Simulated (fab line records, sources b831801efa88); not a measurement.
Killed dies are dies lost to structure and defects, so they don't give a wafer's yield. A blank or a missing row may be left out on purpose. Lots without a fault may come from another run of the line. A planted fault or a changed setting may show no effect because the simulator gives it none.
fab line records | flow sky130
record lots=15 wafers=45 last_day=50
route steps=708 shown VIA1@471 METAL2@488 VIA2@517
lots that met no fault: from a run of the same line without faults
start_h: hours from the record's first day to the start of the lot's first wafer shown | wait_h: hours since the lot's step before | " the same as in the row above | L1.1+2: a row that stands for several wafers | - no value, or no start given | * or withheld: withheld | < > ~ a bound
route shown NAME@n: a module of which the file shows steps, and the number in the route of the first | usual: mean/standard deviation of fault-free wafers | same: alike in all rows | chamber/n: place in a boat | sites: the reading at each site | _std_site: their standard deviation | _edge_site: outer sites' mean less inner sites' | radius_mm: how far each site lies from the wafer's centre | mask NAME#n: copy n | behind: the tool/chamber that last shaped the wafer | hold: why the lot was held/for how many hours/how that ended | device: the transistor (n, p or np) that didn't switch | end of line: the same wafers' tests at the end of the route | a step without rows: its recipe alone | killed: dies lost to structure and defects at the first sort, not the wafer's yield | map: a wafer's dies, x killed, . not, _ none there
set.NAME: the setting as run; set.NAME@STEP: as run at that earlier step | model.NAME: the simulator's own value behind a step, which no gauge read
steps of the route over a sample of lots; a table a step, a row a wafer
services: from which hour (start_h, from the record's first day; less than 0 if before it) a tool's chamber was out of use, for how many hours, and why
## steps
# step SKY_VIA1_OVL_MEAS_13
# usual VIA1_OVL=4/5.1
# columns lot.wafer tool chamber start_h wait_h VIA1_OVL[nm]
L638.2 overlay-01 - 788.56 0.1 9
L638.3 " - " " 1
L638.4 " - " " 3
L640.1 overlay-02 - 804.19 0.1 -1
L640.2 " - " " -1
L640.6 " - " " 1
L641.2 overlay-01 - 815.50 0.1 8
L641.4 " - " " 13
L641.6 " - " " 10
L642.1 overlay-02 - 827.44 0.1 6
L642.5 " - " " 0
L642.6 " - " " 6
L645.1 overlay-02 - 848.62 0.1 1
L645.4 " - " " 5
L645.6 " - " " 6
L647.2 overlay-02 - 871.71 0.1 9
L647.4 " - " " -5
L647.5 " - " " -3
L648.1 overlay-01 - 875.70 0.1 4
L648.2 " - " " 2
L648.5 " - " " 0
L649.2 overlay-01 - 882.95 0.1 8
L649.4 " - " " 6
L649.6 " - " " 8
L650.1 overlay-01 - 888.60 0.1 11
L650.4 " - " " 6
L650.5 " - " " 10
L651.4 overlay-01 - 895.72 0.1 -2
L651.5 " - " " -2
L651.6 " - " " 5
L656.4 overlay-01 - 931.97 0.1 7
L656.5 " - " " 4
L656.6 " - " " 4
L657.1 overlay-01 - 942.44 0.1 -2
L657.2 " - " " 4
L657.5 " - " " 7
L658.4 overlay-02 - 949.77 0.1 6
L658.5 " - " " 11
L658.6 " - " " 5
L659.1 overlay-01 - 953.01 0.1 5
L659.4 " - " " 10
L659.5 " - " " 5
L660.2 overlay-02 - 958.16 0.1 10
L660.3 " - " " 10
L660.4 " - " " 9
# step SKY_METAL2_RS_MEAS_05
# recipe thk_meas_gauge=four-point-probe reads=TiN_of_METAL2_SPUTTER_04+Ti_of_METAL2_SPUTTER_03+AlCu_of_METAL2_SPUTTER_02+TiN_of_METAL2_SPUTTER_01+Ti_of_METAL2_SPUTTER_00
# usual METAL2_ALCU_RS=0.1273/0.0015
# columns lot.wafer tool chamber start_h wait_h METAL2_ALCU_RS[ohm/sq]
L638.2 film_metro-04 - 790.15 0.0 0.1286
L638.3 " - " " 0.1281
L638.4 " - " " 0.1290
L640.1 film_metro-03 - 805.69 0.0 0.1265
L640.2 " - " " 0.1267
L640.6 " - " " 0.1265
L641.2 film_metro-04 - 817.04 0.0 0.1267
L641.4 " - " " 0.1260
L641.6 " - " " 0.1255
L642.1 film_metro-04 - 829.05 0.0 0.1276
L642.5 " - " " 0.1281
L642.6 " - " " 0.1281
L645.1 film_metro-02 - 850.14 0.0 0.1283
L645.4 " - " " 0.1272
L645.6 " - " " 0.1283
L647.2 film_metro-03 - 873.22 0.0 0.1270
L647.4 " - " " 0.1276
L647.5 " - " " 0.1276
L648.1 film_metro-04 - 877.27 0.0 0.1275
L648.2 " - " " 0.1273
L648.5 " - " " 0.1284
L649.2 film_metro-04 - 884.48 0.0 0.1285
L649.4 " - " " 0.1284
L649.6 " - " " 0.1276
L650.1 film_metro-02 - 890.10 0.0 0.1272
L650.4 " - " " 0.1280
L650.5 " - " " 0.1272
L651.4 film_metro-04 - 897.25 0.1 0.1257
L651.5 " - " " 0.1252
L651.6 " - " " 0.1251
L656.4 film_metro-04 - 933.68 0.1 0.1280
L656.5 " - " " 0.1279
L656.6 " - " " 0.1284
L657.1 film_metro-04 - 943.93 0.0 0.1285
L657.2 " - " " 0.1286
L657.5 " - " " 0.1287
L658.4 film_metro-04 - 951.34 0.1 0.1300
L658.5 " - " " 0.1291
L658.6 " - " " 0.1291
L659.1 film_metro-02 - 954.50 0.0 0.1257
L659.4 " - " " 0.1265
L659.5 " - " " 0.1257
L660.2 film_metro-03 - 959.82 0.0 0.1263
L660.3 " - " " 0.1282
L660.4 " - " " 0.1282
# step SKY_VIA2_PEB_10
# recipe peb_temp_c=withheld peb_time_s=withheld resist=KrF-thick
# usual chill_plate_temp_C=* exhaust_pa=44.9/0.84
# columns lot.wafer tool chamber start_h wait_h chill_plate_temp_C exhaust_pa
L638.2 litho_track-02 0 843 - * 45.6
L638.3 " 0 " " * 45.6
L638.4 " 0 " " * 45.9
L640.1 litho_track-01 0 858 - * 45.0
L640.2 " 0 " " * 45.7
L640.6 " 0 859 - * 45.5
L641.2 litho_track-02 0 870 - * 46.3
L641.4 " 0 " " * 45.3
L641.6 " 0 " " * 45.7
L642.1 litho_track-01 0 881 - * 45.2
L642.5 " 0 " " * 45.3
L642.6 " 0 " " * 43.6
L645.1 litho_track-03 0 901 - * 43.6
L645.4 " 0 902 - * 45.9
L645.6 " 0 " " * 44.9
L647.2 litho_track-02 0 924 - * 45.2
L647.4 " 0 " " * 43.5
L647.5 " 0 " " * 45.3
L648.1 litho_track-01 - 928 - - -
L648.2 " - " " - -
L648.5 " - " " - -
L649.2 litho_track-03 - 935 - - -
L649.4 " - " " - -
L649.6 " - " " - -
L650.1 litho_track-03 - 940 - - -
L650.4 " - " " - -
L650.5 " - " " - -
L651.4 litho_track-02 0 947 - * 46.5
L651.5 " 0 948 - * 44.9
L651.6 " 0 " " * 46.2
L656.4 litho_track-03 0 982 - * 46.2
L656.5 " 0 " " * 44.8
L656.6 " 0 " " * 44.5
L657.1 litho_track-02 0 991 - * 44.7
L657.2 " 0 " " * 44.3
L657.5 " 0 " " * 44.5
L658.4 litho_track-01 0 1000 - * 44.6
L658.5 " 0 " " * 43.7
L658.6 " 0 " " * 45.9
L659.1 litho_track-01 0 1001 - * 45.6
L659.4 " 0 1002 - * 45.0
L659.5 " 0 " " * 45.5
L660.2 litho_track-03 0 1008 - * 45.4
L660.3 " 0 " " * 45.8
L660.4 " 0 " " * 45.5
# step SKY_VIA2_CMP_24
# recipe stop_on=SiO2 t_overpolish_s=20 down_force_psi=3.5 platen_rpm=60 target_thk_nm=0 pad_velocity_m_s=0.94248
# usual motor_current_A=11.3/0.75 overpolish_run_s=20.001/0.0079 time_to_endpoint_s=102/3.5
# columns lot.wafer tool chamber start_h wait_h motor_current_A overpolish_run_s time_to_endpoint_s
L638.3 cmp-02 2 845.47 0.0 11.8 19.999 108
L638.4 " 3 " " 10.8 20.014 108
L638.2 " 1 " " 11.6 19.998 101
L640.1 cmp-01 1 860.51 0.1 11.3 20.004 104
L640.2 " 2 " " 10.6 19.995 101
L640.6 " 2 " " 10.4 20.009 101
L641.4 cmp-01 3 871.71 0.1 11.5 19.993 95
L641.2 " 1 " " 11.3 20.004 101
L641.6 " 3 " " 11.1 20.016 96
L642.1 cmp-02 1 883.48 0.2 11.7 20.009 99
L642.6 " 0 " " 10.5 19.999 97
L642.5 " 1 " " 11.5 20.011 102
L645.1 cmp-01 1 903.86 0.4 10.9 20.020 107
L645.4 " 2 " " 10.8 19.995 103
L645.6 " 1 " " 11.2 20.014 109
L647.4 cmp-02 3 925.97 0.0 11.5 19.986 105
L647.2 " 0 " " 10.6 20.004 101
L647.5 " 3 " " 11.7 19.994 105
L648.1 cmp-02 1 929.81 0.1 11.8 20.008 100
L648.2 " 3 " " 11.2 19.996 100
L648.5 " 0 " " 10.1 20.003 99
L649.4 cmp-01 0 937.35 0.1 12.5 20.000 108
L649.2 " 1 " " 11.3 20.001 111
L649.6 " 2 " " 10.0 19.995 106
L650.4 cmp-01 1 941.86 0.1 11.3 19.997 105
L650.1 " 2 " " 10.1 19.999 101
L650.5 " 0 " " 12.6 19.997 101
L651.4 cmp-02 3 949.59 0.1 10.6 19.994 100
L651.6 " 2 " " 11.5 20.000 103
L651.5 " 3 " " 11.5 19.996 101
L656.4 cmp-02 0 984.67 0.3 10.1 19.990 97
L656.6 " 1 " " 11.1 19.994 95
L656.5 " 2 " " 10.8 19.995 100
L657.2 cmp-01 3 992.92 0.1 10.9 20.005 106
L657.1 " 0 " " 12.7 20.009 103
L657.5 " 3 " " 10.6 19.981 105
L658.4 cmp-01 3 1001.90 0.2 11.1 19.999 103
L658.5 " 0 " " 12.5 19.993 103
L658.6 " 1 " " 10.9 20.013 109
L659.1 cmp-02 1 1003.60 0.1 11.0 19.998 94
L659.4 " 2 " " 11.6 20.000 104
L659.5 " 2 " " 11.2 19.994 98
L660.4 cmp-01 3 1009.81 0.0 10.8 19.992 99
L660.3 " 0 " " 12.3 19.999 101
L660.2 " 1 " " 11.3 19.998 100
## services
# columns tool chamber start_h hours kind
cmp-02 - 829.82 3.9 repair
cmp-02 - 864.14 9.1 pm
cmp-01 - 881.58 3.0 repair
cmp-01 - 912.64 4.0 pm
cmp-01 - 916.64 - consumable_replace:conditioner
cmp-01 - 916.64 - consumable_replace:pad
cmp-02 - 954.03 0.4 repair
cmp-01 - 960.38 1.1 repair
cmp-01 - 961.47 4.8 pm
## key
first_sign step=SKY_VIA2_PEB_10 reading=tool_record direction=missing
effect none on later readings
met_at SKY_VIA2_PEB_10
struck_lots L648,L649,L650
later_rows_left_out L648.1,L648.2,L648.5,L649.2,L649.4,L649.6,L650.1,L650.4,L650.5
sort_left_out L648.1,L648.2,L648.5,L649.2,L649.4,L649.6,L650.1,L650.4,L650.5
not_acting_at SKY_VIA1_OVL_MEAS_13,SKY_METAL2_RS_MEAS_05,SKY_VIA2_CMP_24
onset_between 901 928
fault kind=skipped_step_whole tool=litho_track-01,litho_track-03 chamber=- onset_h=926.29 steps=SKY_VIA2_PEB_10 scope=struck_lots_only
# sort_left_out: the simulated sort isn't trusted on such a fault, so these wafers' sort isn't shown, and their yield isn't known
# later_rows_left_out: the simulator's readings of these wafers behind a module that went badly wrong aren't trusted and aren't shown, but for the sort
